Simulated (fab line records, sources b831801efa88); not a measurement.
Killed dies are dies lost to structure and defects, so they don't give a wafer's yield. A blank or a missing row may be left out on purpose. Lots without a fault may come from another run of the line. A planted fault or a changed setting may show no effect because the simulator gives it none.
fab line records | flow gf180mcu
record lots=13 wafers=39 last_day=33
route steps=602 shown STI@15 LVPWELL@56 M1@321 V1@349
lots that met no fault: from a run of the same line without faults
start_h: hours from the record's first day to the start of the lot's first wafer shown | wait_h: hours since the lot's step before | " the same as in the row above | L1.1+2: a row that stands for several wafers | - no value, or no start given | * or withheld: withheld | < > ~ a bound
route shown NAME@n: a module of which the file shows steps, and the number in the route of the first | usual: mean/standard deviation of fault-free wafers | same: alike in all rows | chamber/n: place in a boat | sites: the reading at each site | _std_site: their standard deviation | _edge_site: outer sites' mean less inner sites' | radius_mm: how far each site lies from the wafer's centre | mask NAME#n: copy n | behind: the tool/chamber that last shaped the wafer | hold: why the lot was held/for how many hours/how that ended | device: the transistor (n, p or np) that didn't switch | end of line: the same wafers' tests at the end of the route | a step without rows: its recipe alone | killed: dies lost to structure and defects at the first sort, not the wafer's yield | map: a wafer's dies, x killed, . not, _ none there
set.NAME: the setting as run; set.NAME@STEP: as run at that earlier step | model.NAME: the simulator's own value behind a step, which no gauge read
steps of the route over a sample of lots; a table a step, a row a wafer
services: from which hour (start_h, from the record's first day; less than 0 if before it) a tool's chamber was out of use, for how many hours, and why
## steps
# step GF_STI_ETCH_14
# recipe target=Si chemistry=HBr/Cl2/O2 target_depth_nm=360 icp_w=600 bias_w=150 pressure_mtorr=15 HBr_flow_sccm=150 Cl2_flow_sccm=40 O2_flow_sccm=6 time_s=102.9
# usual bias_w=150.0/0.44 drypump_motor_current_A=5.7/0.48 he_backside_leak_sccm=2.62/0.16 oes_product_au=1.005/0.013 throttle_valve_pct=25.652/0.013
# columns lot.wafer tool chamber start_h wait_h bias_w drypump_motor_current_A he_backside_leak_sccm oes_product_au rf_hours_counter_h throttle_valve_pct
L262.1 rie_si-01 2 25.18 0.0 150.4 5.2 2.71 1.006 146 25.651
L262.3 " 1 " " 149.9 5.7 2.70 1.049 89 25.635
L262.5 " 3 " " 150.7 5.8 2.46 0.999 - 25.633
L263.1 rie_si-01 1 30.15 0.0 150.0 5.7 2.59 1.025 89 25.632
L263.2 " 0 " " 149.3 5.5 2.67 1.012 97 25.656
L263.4 " 3 " " 150.4 5.7 2.40 0.997 29 25.663
L264.2 rie_si-01 2 35.28 0.0 150.8 5.2 2.91 1.000 147 25.638
L264.3 " 3 " " 149.6 5.8 2.43 1.002 29 25.654
L264.5 " 0 " " 150.0 5.5 2.61 1.007 - 25.650
L267.2 rie_si-02 3 50.38 0.0 150.4 5.9 2.53 1.005 39 25.656
L267.5 " 3 " " 150.4 5.9 2.53 1.001 - 25.644
L267.6 " 2 " " 149.5 5.0 2.52 0.995 - 25.662
L268.2 rie_si-01 3 56.25 0.0 150.1 5.7 2.32 0.989 29 25.668
L268.4 " 1 " " 150.1 5.7 2.46 1.020 89 25.624
L268.6 " 2 " " 150.1 5.2 2.46 1.017 - 25.650
L269.2 rie_si-01 3 62.23 0.0 150.2 5.7 2.59 1.004 30 25.638
L269.4 " 3 " " 149.9 5.7 2.38 1.008 - 25.671
L269.5 " 1 " " 149.6 5.7 2.62 1.036 - 25.632
L270.3 rie_si-01 3 67.02 0.0 150.4 5.7 2.47 1.004 30 25.672
L270.4 " 2 " " 149.7 5.2 2.88 1.023 147 25.624
L270.5 " 1 " " 149.5 5.7 2.58 1.032 - 25.625
L272.4 rie_si-02 3 76.83 0.0 149.5 5.9 2.59 0.989 39 25.668
L272.5 " 3 " " 149.2 5.9 2.71 1.001 - 25.647
L272.6 " 2 " " 151.0 5.0 2.47 0.999 - 25.664
L274.1 rie_si-02 3 89.83 0.0 150.3 5.9 2.62 1.010 39 25.655
L274.2 " 0 " " 150.0 5.6 2.86 0.986 4 25.671
L274.3 " 1 " " 150.5 6.8 2.84 0.993 72 25.671
L275.2 rie_si-01 2 92.28 0.0 150.1 5.2 2.85 1.011 147 25.647
L275.3 " 0 " " 149.7 5.5 2.69 1.010 98 25.651
L275.6 " 2 " " 149.6 5.2 2.84 1.007 - 25.660
L276.2 rie_si-01 1 98.10 0.0 150.2 5.7 2.49 1.032 90 25.627
L276.3 " 0 " " 150.1 5.5 2.68 1.003 98 25.647
L276.5 " 0 " " 150.1 5.5 2.68 1.009 - 25.648
L280.2 rie_si-01 3 118.28 0.0 149.7 5.7 2.40 1.003 30 25.658
L280.4 " 0 " " 150.1 5.5 2.69 1.001 - 25.668
L280.5 " 1 " " 149.5 5.7 2.49 1.030 - 25.635
L282.1 rie_si-02 3 128.43 0.0 150.1 5.9 2.56 1.007 39 25.656
L282.2 " 1 " " 150.1 6.8 2.76 0.991 72 25.663
L282.4 " 0 " " 150.0 5.6 2.90 0.989 4 25.666
# step GF_LVPWELL_COAT_02
# recipe spin_rpm=2000 resist_thk_nm=3000
# columns lot.wafer tool chamber start_h wait_h
L262.1+3+5 litho_track-01 0 62.45 0.1
L263.1+2+4 litho_track-04 0 68.51 0.1
L264.2+3+5 litho_track-01 0 72.17 0.1
L267.2+5+6 litho_track-03 0 88.36 0.1
L268.2+4+6 litho_track-03 0 95.11 0.1
L269.2+4+5 litho_track-04 0 100.94 0.1
L270.3+4+5 litho_track-01 0 106.95 0.1
L272.4+5+6 litho_track-04 0 116.59 0.1
L274.1+2+3 litho_track-01 0 130.20 0.1
L275.2+3+6 litho_track-01 0 132.77 0.1
L276.2+3+5 litho_track-03 0 139.31 0.1
L280.2+4+5 litho_track-04 0 160.69 0.1
L282.1+2+4 litho_track-04 0 174.21 0.1
# step GF_LVPWELL_STRIP_10
# recipe chemistry=O2/N2 power_w=1400 pressure_mtorr=1500 platen_temp_c=250 o2_flow_sccm=3000 n2_flow_sccm=300 overash_fraction=0.5
# usual drypump_motor_current_A=5.7/0.45 heater_power_w=322/31 oes_product_au=0.723/0.0052 strip_time_to_endpoint_s=36.96/0.11
# columns lot.wafer tool chamber start_h wait_h drypump_motor_current_A heater_power_w oes_product_au rf_hours_counter_h strip_time_to_endpoint_s
L262.1 plasma_asher-02 0 69.72 0.1 5.3 314 0.725 19 36.88
L262.3 " 1 " " 5.0 358 0.722 - 36.93
L262.5 " 0 " " 5.3 323 0.723 - 36.86
L263.1 plasma_asher-02 0 75.77 0.1 5.3 320 0.723 19 36.99
L263.2 " 1 " " 5.0 355 0.722 19 36.90
L263.4 " 0 " " 5.3 317 0.727 - 36.84
L264.2 plasma_asher-04 0 79.12 0.1 6.3 320 0.718 44 37.10
L264.3 " 0 " " 6.3 328 0.726 - 37.18
L264.5 " 1 " " 5.3 341 0.717 - 37.23
L267.2 plasma_asher-03 1 95.88 0.1 5.8 330 0.723 44 36.96
L267.5 " 0 " " 6.1 260 0.725 - 37.04
L267.6 " 1 " " 5.8 329 0.716 - 37.06
L268.2 plasma_asher-02 0 103.02 0.1 5.3 322 0.729 22 37.09
L268.4 " 1 " " 5.0 365 0.716 - 37.02
L268.6 " 1 " " 5.0 360 0.730 - 37.16
L269.2 plasma_asher-03 1 108.28 0.1 5.8 329 0.712 46 36.94
L269.4 " 1 " " 5.8 331 0.726 - 37.01
L269.5 " 0 " " 6.1 269 0.733 - 36.91
L270.3 plasma_asher-02 0 115.45 0.1 5.3 326 0.721 - 36.83
L270.4 " 1 " " 5.0 368 0.728 - 36.89
L270.5 " 0 " " 5.3 316 0.723 - 36.91
L272.4 plasma_asher-04 0 128.47 0.1 6.2 316 0.719 - 36.97
L272.5 " 1 " " 5.4 347 0.722 - 36.99
L272.6 " 0 " " 6.2 319 0.713 - 37.01
L274.1 plasma_asher-03 0 137.55 0.1 6.1 273 0.727 49 36.89
L274.2 " 1 " " 5.8 323 0.714 49 36.88
L274.3 " 0 " " 6.1 264 0.716 - 36.94
L275.2 plasma_asher-02 1 140.60 0.1 5.0 370 0.727 26 36.71
L275.3 " 1 " " 5.0 356 0.724 - 36.79
L275.6 " 1 " " 5.0 356 0.721 - 36.93
L276.2 plasma_asher-03 0 148.12 0.1 6.1 266 0.719 50 37.14
L276.3 " 0 " " 6.1 266 0.729 - 37.14
L276.5 " 1 " " 5.8 331 0.724 - 37.16
L280.2 plasma_asher-04 0 169.10 0.1 6.3 315 0.721 5 34.66
L280.4 " 1 " " 5.4 348 0.715 - 34.82
L280.5 " 1 " " 5.4 344 0.723 - 36.82
L282.1 plasma_asher-02 0 183.38 0.1 5.3 322 0.725 30 37.00
L282.2 " 1 " " 5.0 370 0.731 30 34.81
L282.4 " 1 " " 5.0 361 0.723 - 34.81
# step GF_M1_THK_MEAS_06
# recipe thk_meas_gauge=xrf reads=AlCu_of_M1_SPUTTER_02
# usual M1_ALCU_THK=447/7.2
# columns lot.wafer tool chamber start_h wait_h M1_ALCU_THK[nm]
L262.1 film_metro-01 - 367.65 0.1 431
L262.3 " - " " 441
L262.5 " - " " 444
L263.1 film_metro-04 - 375.95 0.1 455
L263.2 " - " " 455
L263.4 " - " " 450
L264.2 film_metro-02 - 380.33 0.1 444
L264.3 " - " " 455
L264.5 " - " " 455
L267.2 film_metro-04 - 405.08 0.1 453
L267.5 " - " " 448
L267.6 " - " " 458
L268.2 film_metro-02 - 414.53 0.1 456
L268.4 " - " " 454
L268.6 " - " " 446
L269.2 film_metro-01 - 426.76 0.1 444
L269.4 " - " " 447
L269.5 " - " " 447
L270.3 film_metro-01 - 436.66 0.1 443
L270.4 " - " " 435
L270.5 " - " " 434
L272.4 film_metro-04 - 459.58 0.1 454
L272.5 " - " " 447
L272.6 " - " " 454
L274.1 film_metro-01 - 474.46 0.1 448
L274.2 " - " " 439
L274.3 " - " " 444
L275.2 film_metro-01 - 481.52 0.1 448
L275.3 " - " " 446
L275.6 " - " " 447
L276.2 film_metro-04 - 492.25 0.1 442
L276.3 " - " " 434
L276.5 " - " " 432
L280.2 film_metro-01 - 522.48 0.1 435
L280.4 " - " " 431
L280.5 " - " " 432
L282.1 film_metro-02 - 542.24 0.1 453
L282.2 " - " " 452
L282.4 " - " " 451
# step GF_V1_CD_MEAS_14
# recipe target_cd_nm=260
# usual cd_nm=259.5/1.4
# columns lot.wafer tool chamber start_h wait_h cd_nm
L262.1 cd_sem-01 - 415.18 0.1 259.1
L262.3 " - " " 259.6
L262.5 " - " " 258.0
L263.1 cd_sem-01 - 423.81 0.1 261.5
L263.2 " - " " 261.4
L263.4 " - " " 261.4
L264.2 cd_sem-01 - 428.35 0.1 260.3
L264.3 " - " " 259.9
L264.5 " - " " 259.7
L267.2 cd_sem-01 - 454.90 0.1 260.3
L267.5 " - " " 261.2
L267.6 " - " " 261.3
L268.2 cd_sem-01 - 463.55 0.1 258.6
L268.4 " - " " 259.6
L268.6 " - " " 260.2
L269.2 cd_sem-01 - 478.23 0.1 259.1
L269.4 " - " " 258.9
L269.5 " - " " 258.9
L270.3 cd_sem-01 - 486.27 0.1 258.1
L270.4 " - " " 257.6
L270.5 " - " " 258.5
L272.4 cd_sem-02 - 508.60 0.1 259.7
L272.5 " - " " 259.6
L272.6 " - " " 260.7
L274.1 cd_sem-01 - 523.56 0.1 257.9
L274.2 " - " " 258.4
L274.3 " - " " 258.4
L275.2 cd_sem-02 - 529.91 0.2 260.9
L275.3 " - " " 260.3
L275.6 " - " " 260.7
L276.2 cd_sem-01 - 540.09 0.1 257.6
L276.3 " - " " 255.9
L276.5 " - " " 255.9
L280.2 cd_sem-01 - 569.53 0.1 262.4
L280.4 " - " " 261.7
L280.5 " - " " 262.3
L282.1 cd_sem-02 - 587.85 0.1 259.5
L282.2 " - " " 258.3
L282.4 " - " " 258.8
## services
# columns tool chamber start_h hours kind
rie_si-01 - 13.77 0.4 repair
rie_si-02 1 26.95 6.5 repair
plasma_asher-03 - 27.04 1.9 repair
plasma_asher-03 - 60.07 7.1 repair
rie_si-01 2 60.90 3.2 repair
rie_si-01 0 70.43 6.0 repair
rie_si-01 2 95.34 - clean
rie_si-01 2 95.34 25.7 scheduled_down
rie_si-01 2 95.34 25.7 vent_cycle
plasma_asher-04 - 107.14 2.8 pm
plasma_asher-03 - 109.71 1.4 repair
litho_track-03 - 109.71 - consumable_replace:filter
plasma_asher-04 - 109.89 9.0 pm
plasma_asher-04 0 109.89 10.6 vent_cycle
plasma_asher-04 1 109.89 10.6 vent_cycle
rie_si-01 - 110.04 2.8 pm
plasma_asher-04 - 110.76 9.8 repair
rie_si-02 1 111.83 2.2 repair
plasma_asher-04 0 118.89 - clean
plasma_asher-04 1 118.89 - clean
rie_si-01 - 143.88 15.6 pm
## key
first_sign step=GF_LVPWELL_STRIP_10 reading=strip_time_to_endpoint_s direction=down sigmas=20 usual=* struck=*
effect none on later readings
met_at GF_LVPWELL_COAT_02
struck_lots L280,L282
struck_wafers L280.2,L280.4,L282.2,L282.4
tester_left_out L280,L282
not_acting_at GF_STI_ETCH_14,GF_M1_THK_MEAS_06,GF_V1_CD_MEAS_14
onset_between 116.59 160.69
fault kind=process_parameter_drift tool=litho_track-04 chamber=- onset_h=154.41 steps=GF_LVPWELL_COAT_02 channel=resist_thk_nm offset=* shape=step end_h=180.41 scope=struck_wafers_only acts_in=* stated=*
# tester_left_out: of these lots the tester's yield and bins aren't shown, on N5 and GAA mostly nor the transistor test; their killed dies are dies lost to structure and defects alone, not to doping, threshold or leakage, so they don't give the yield
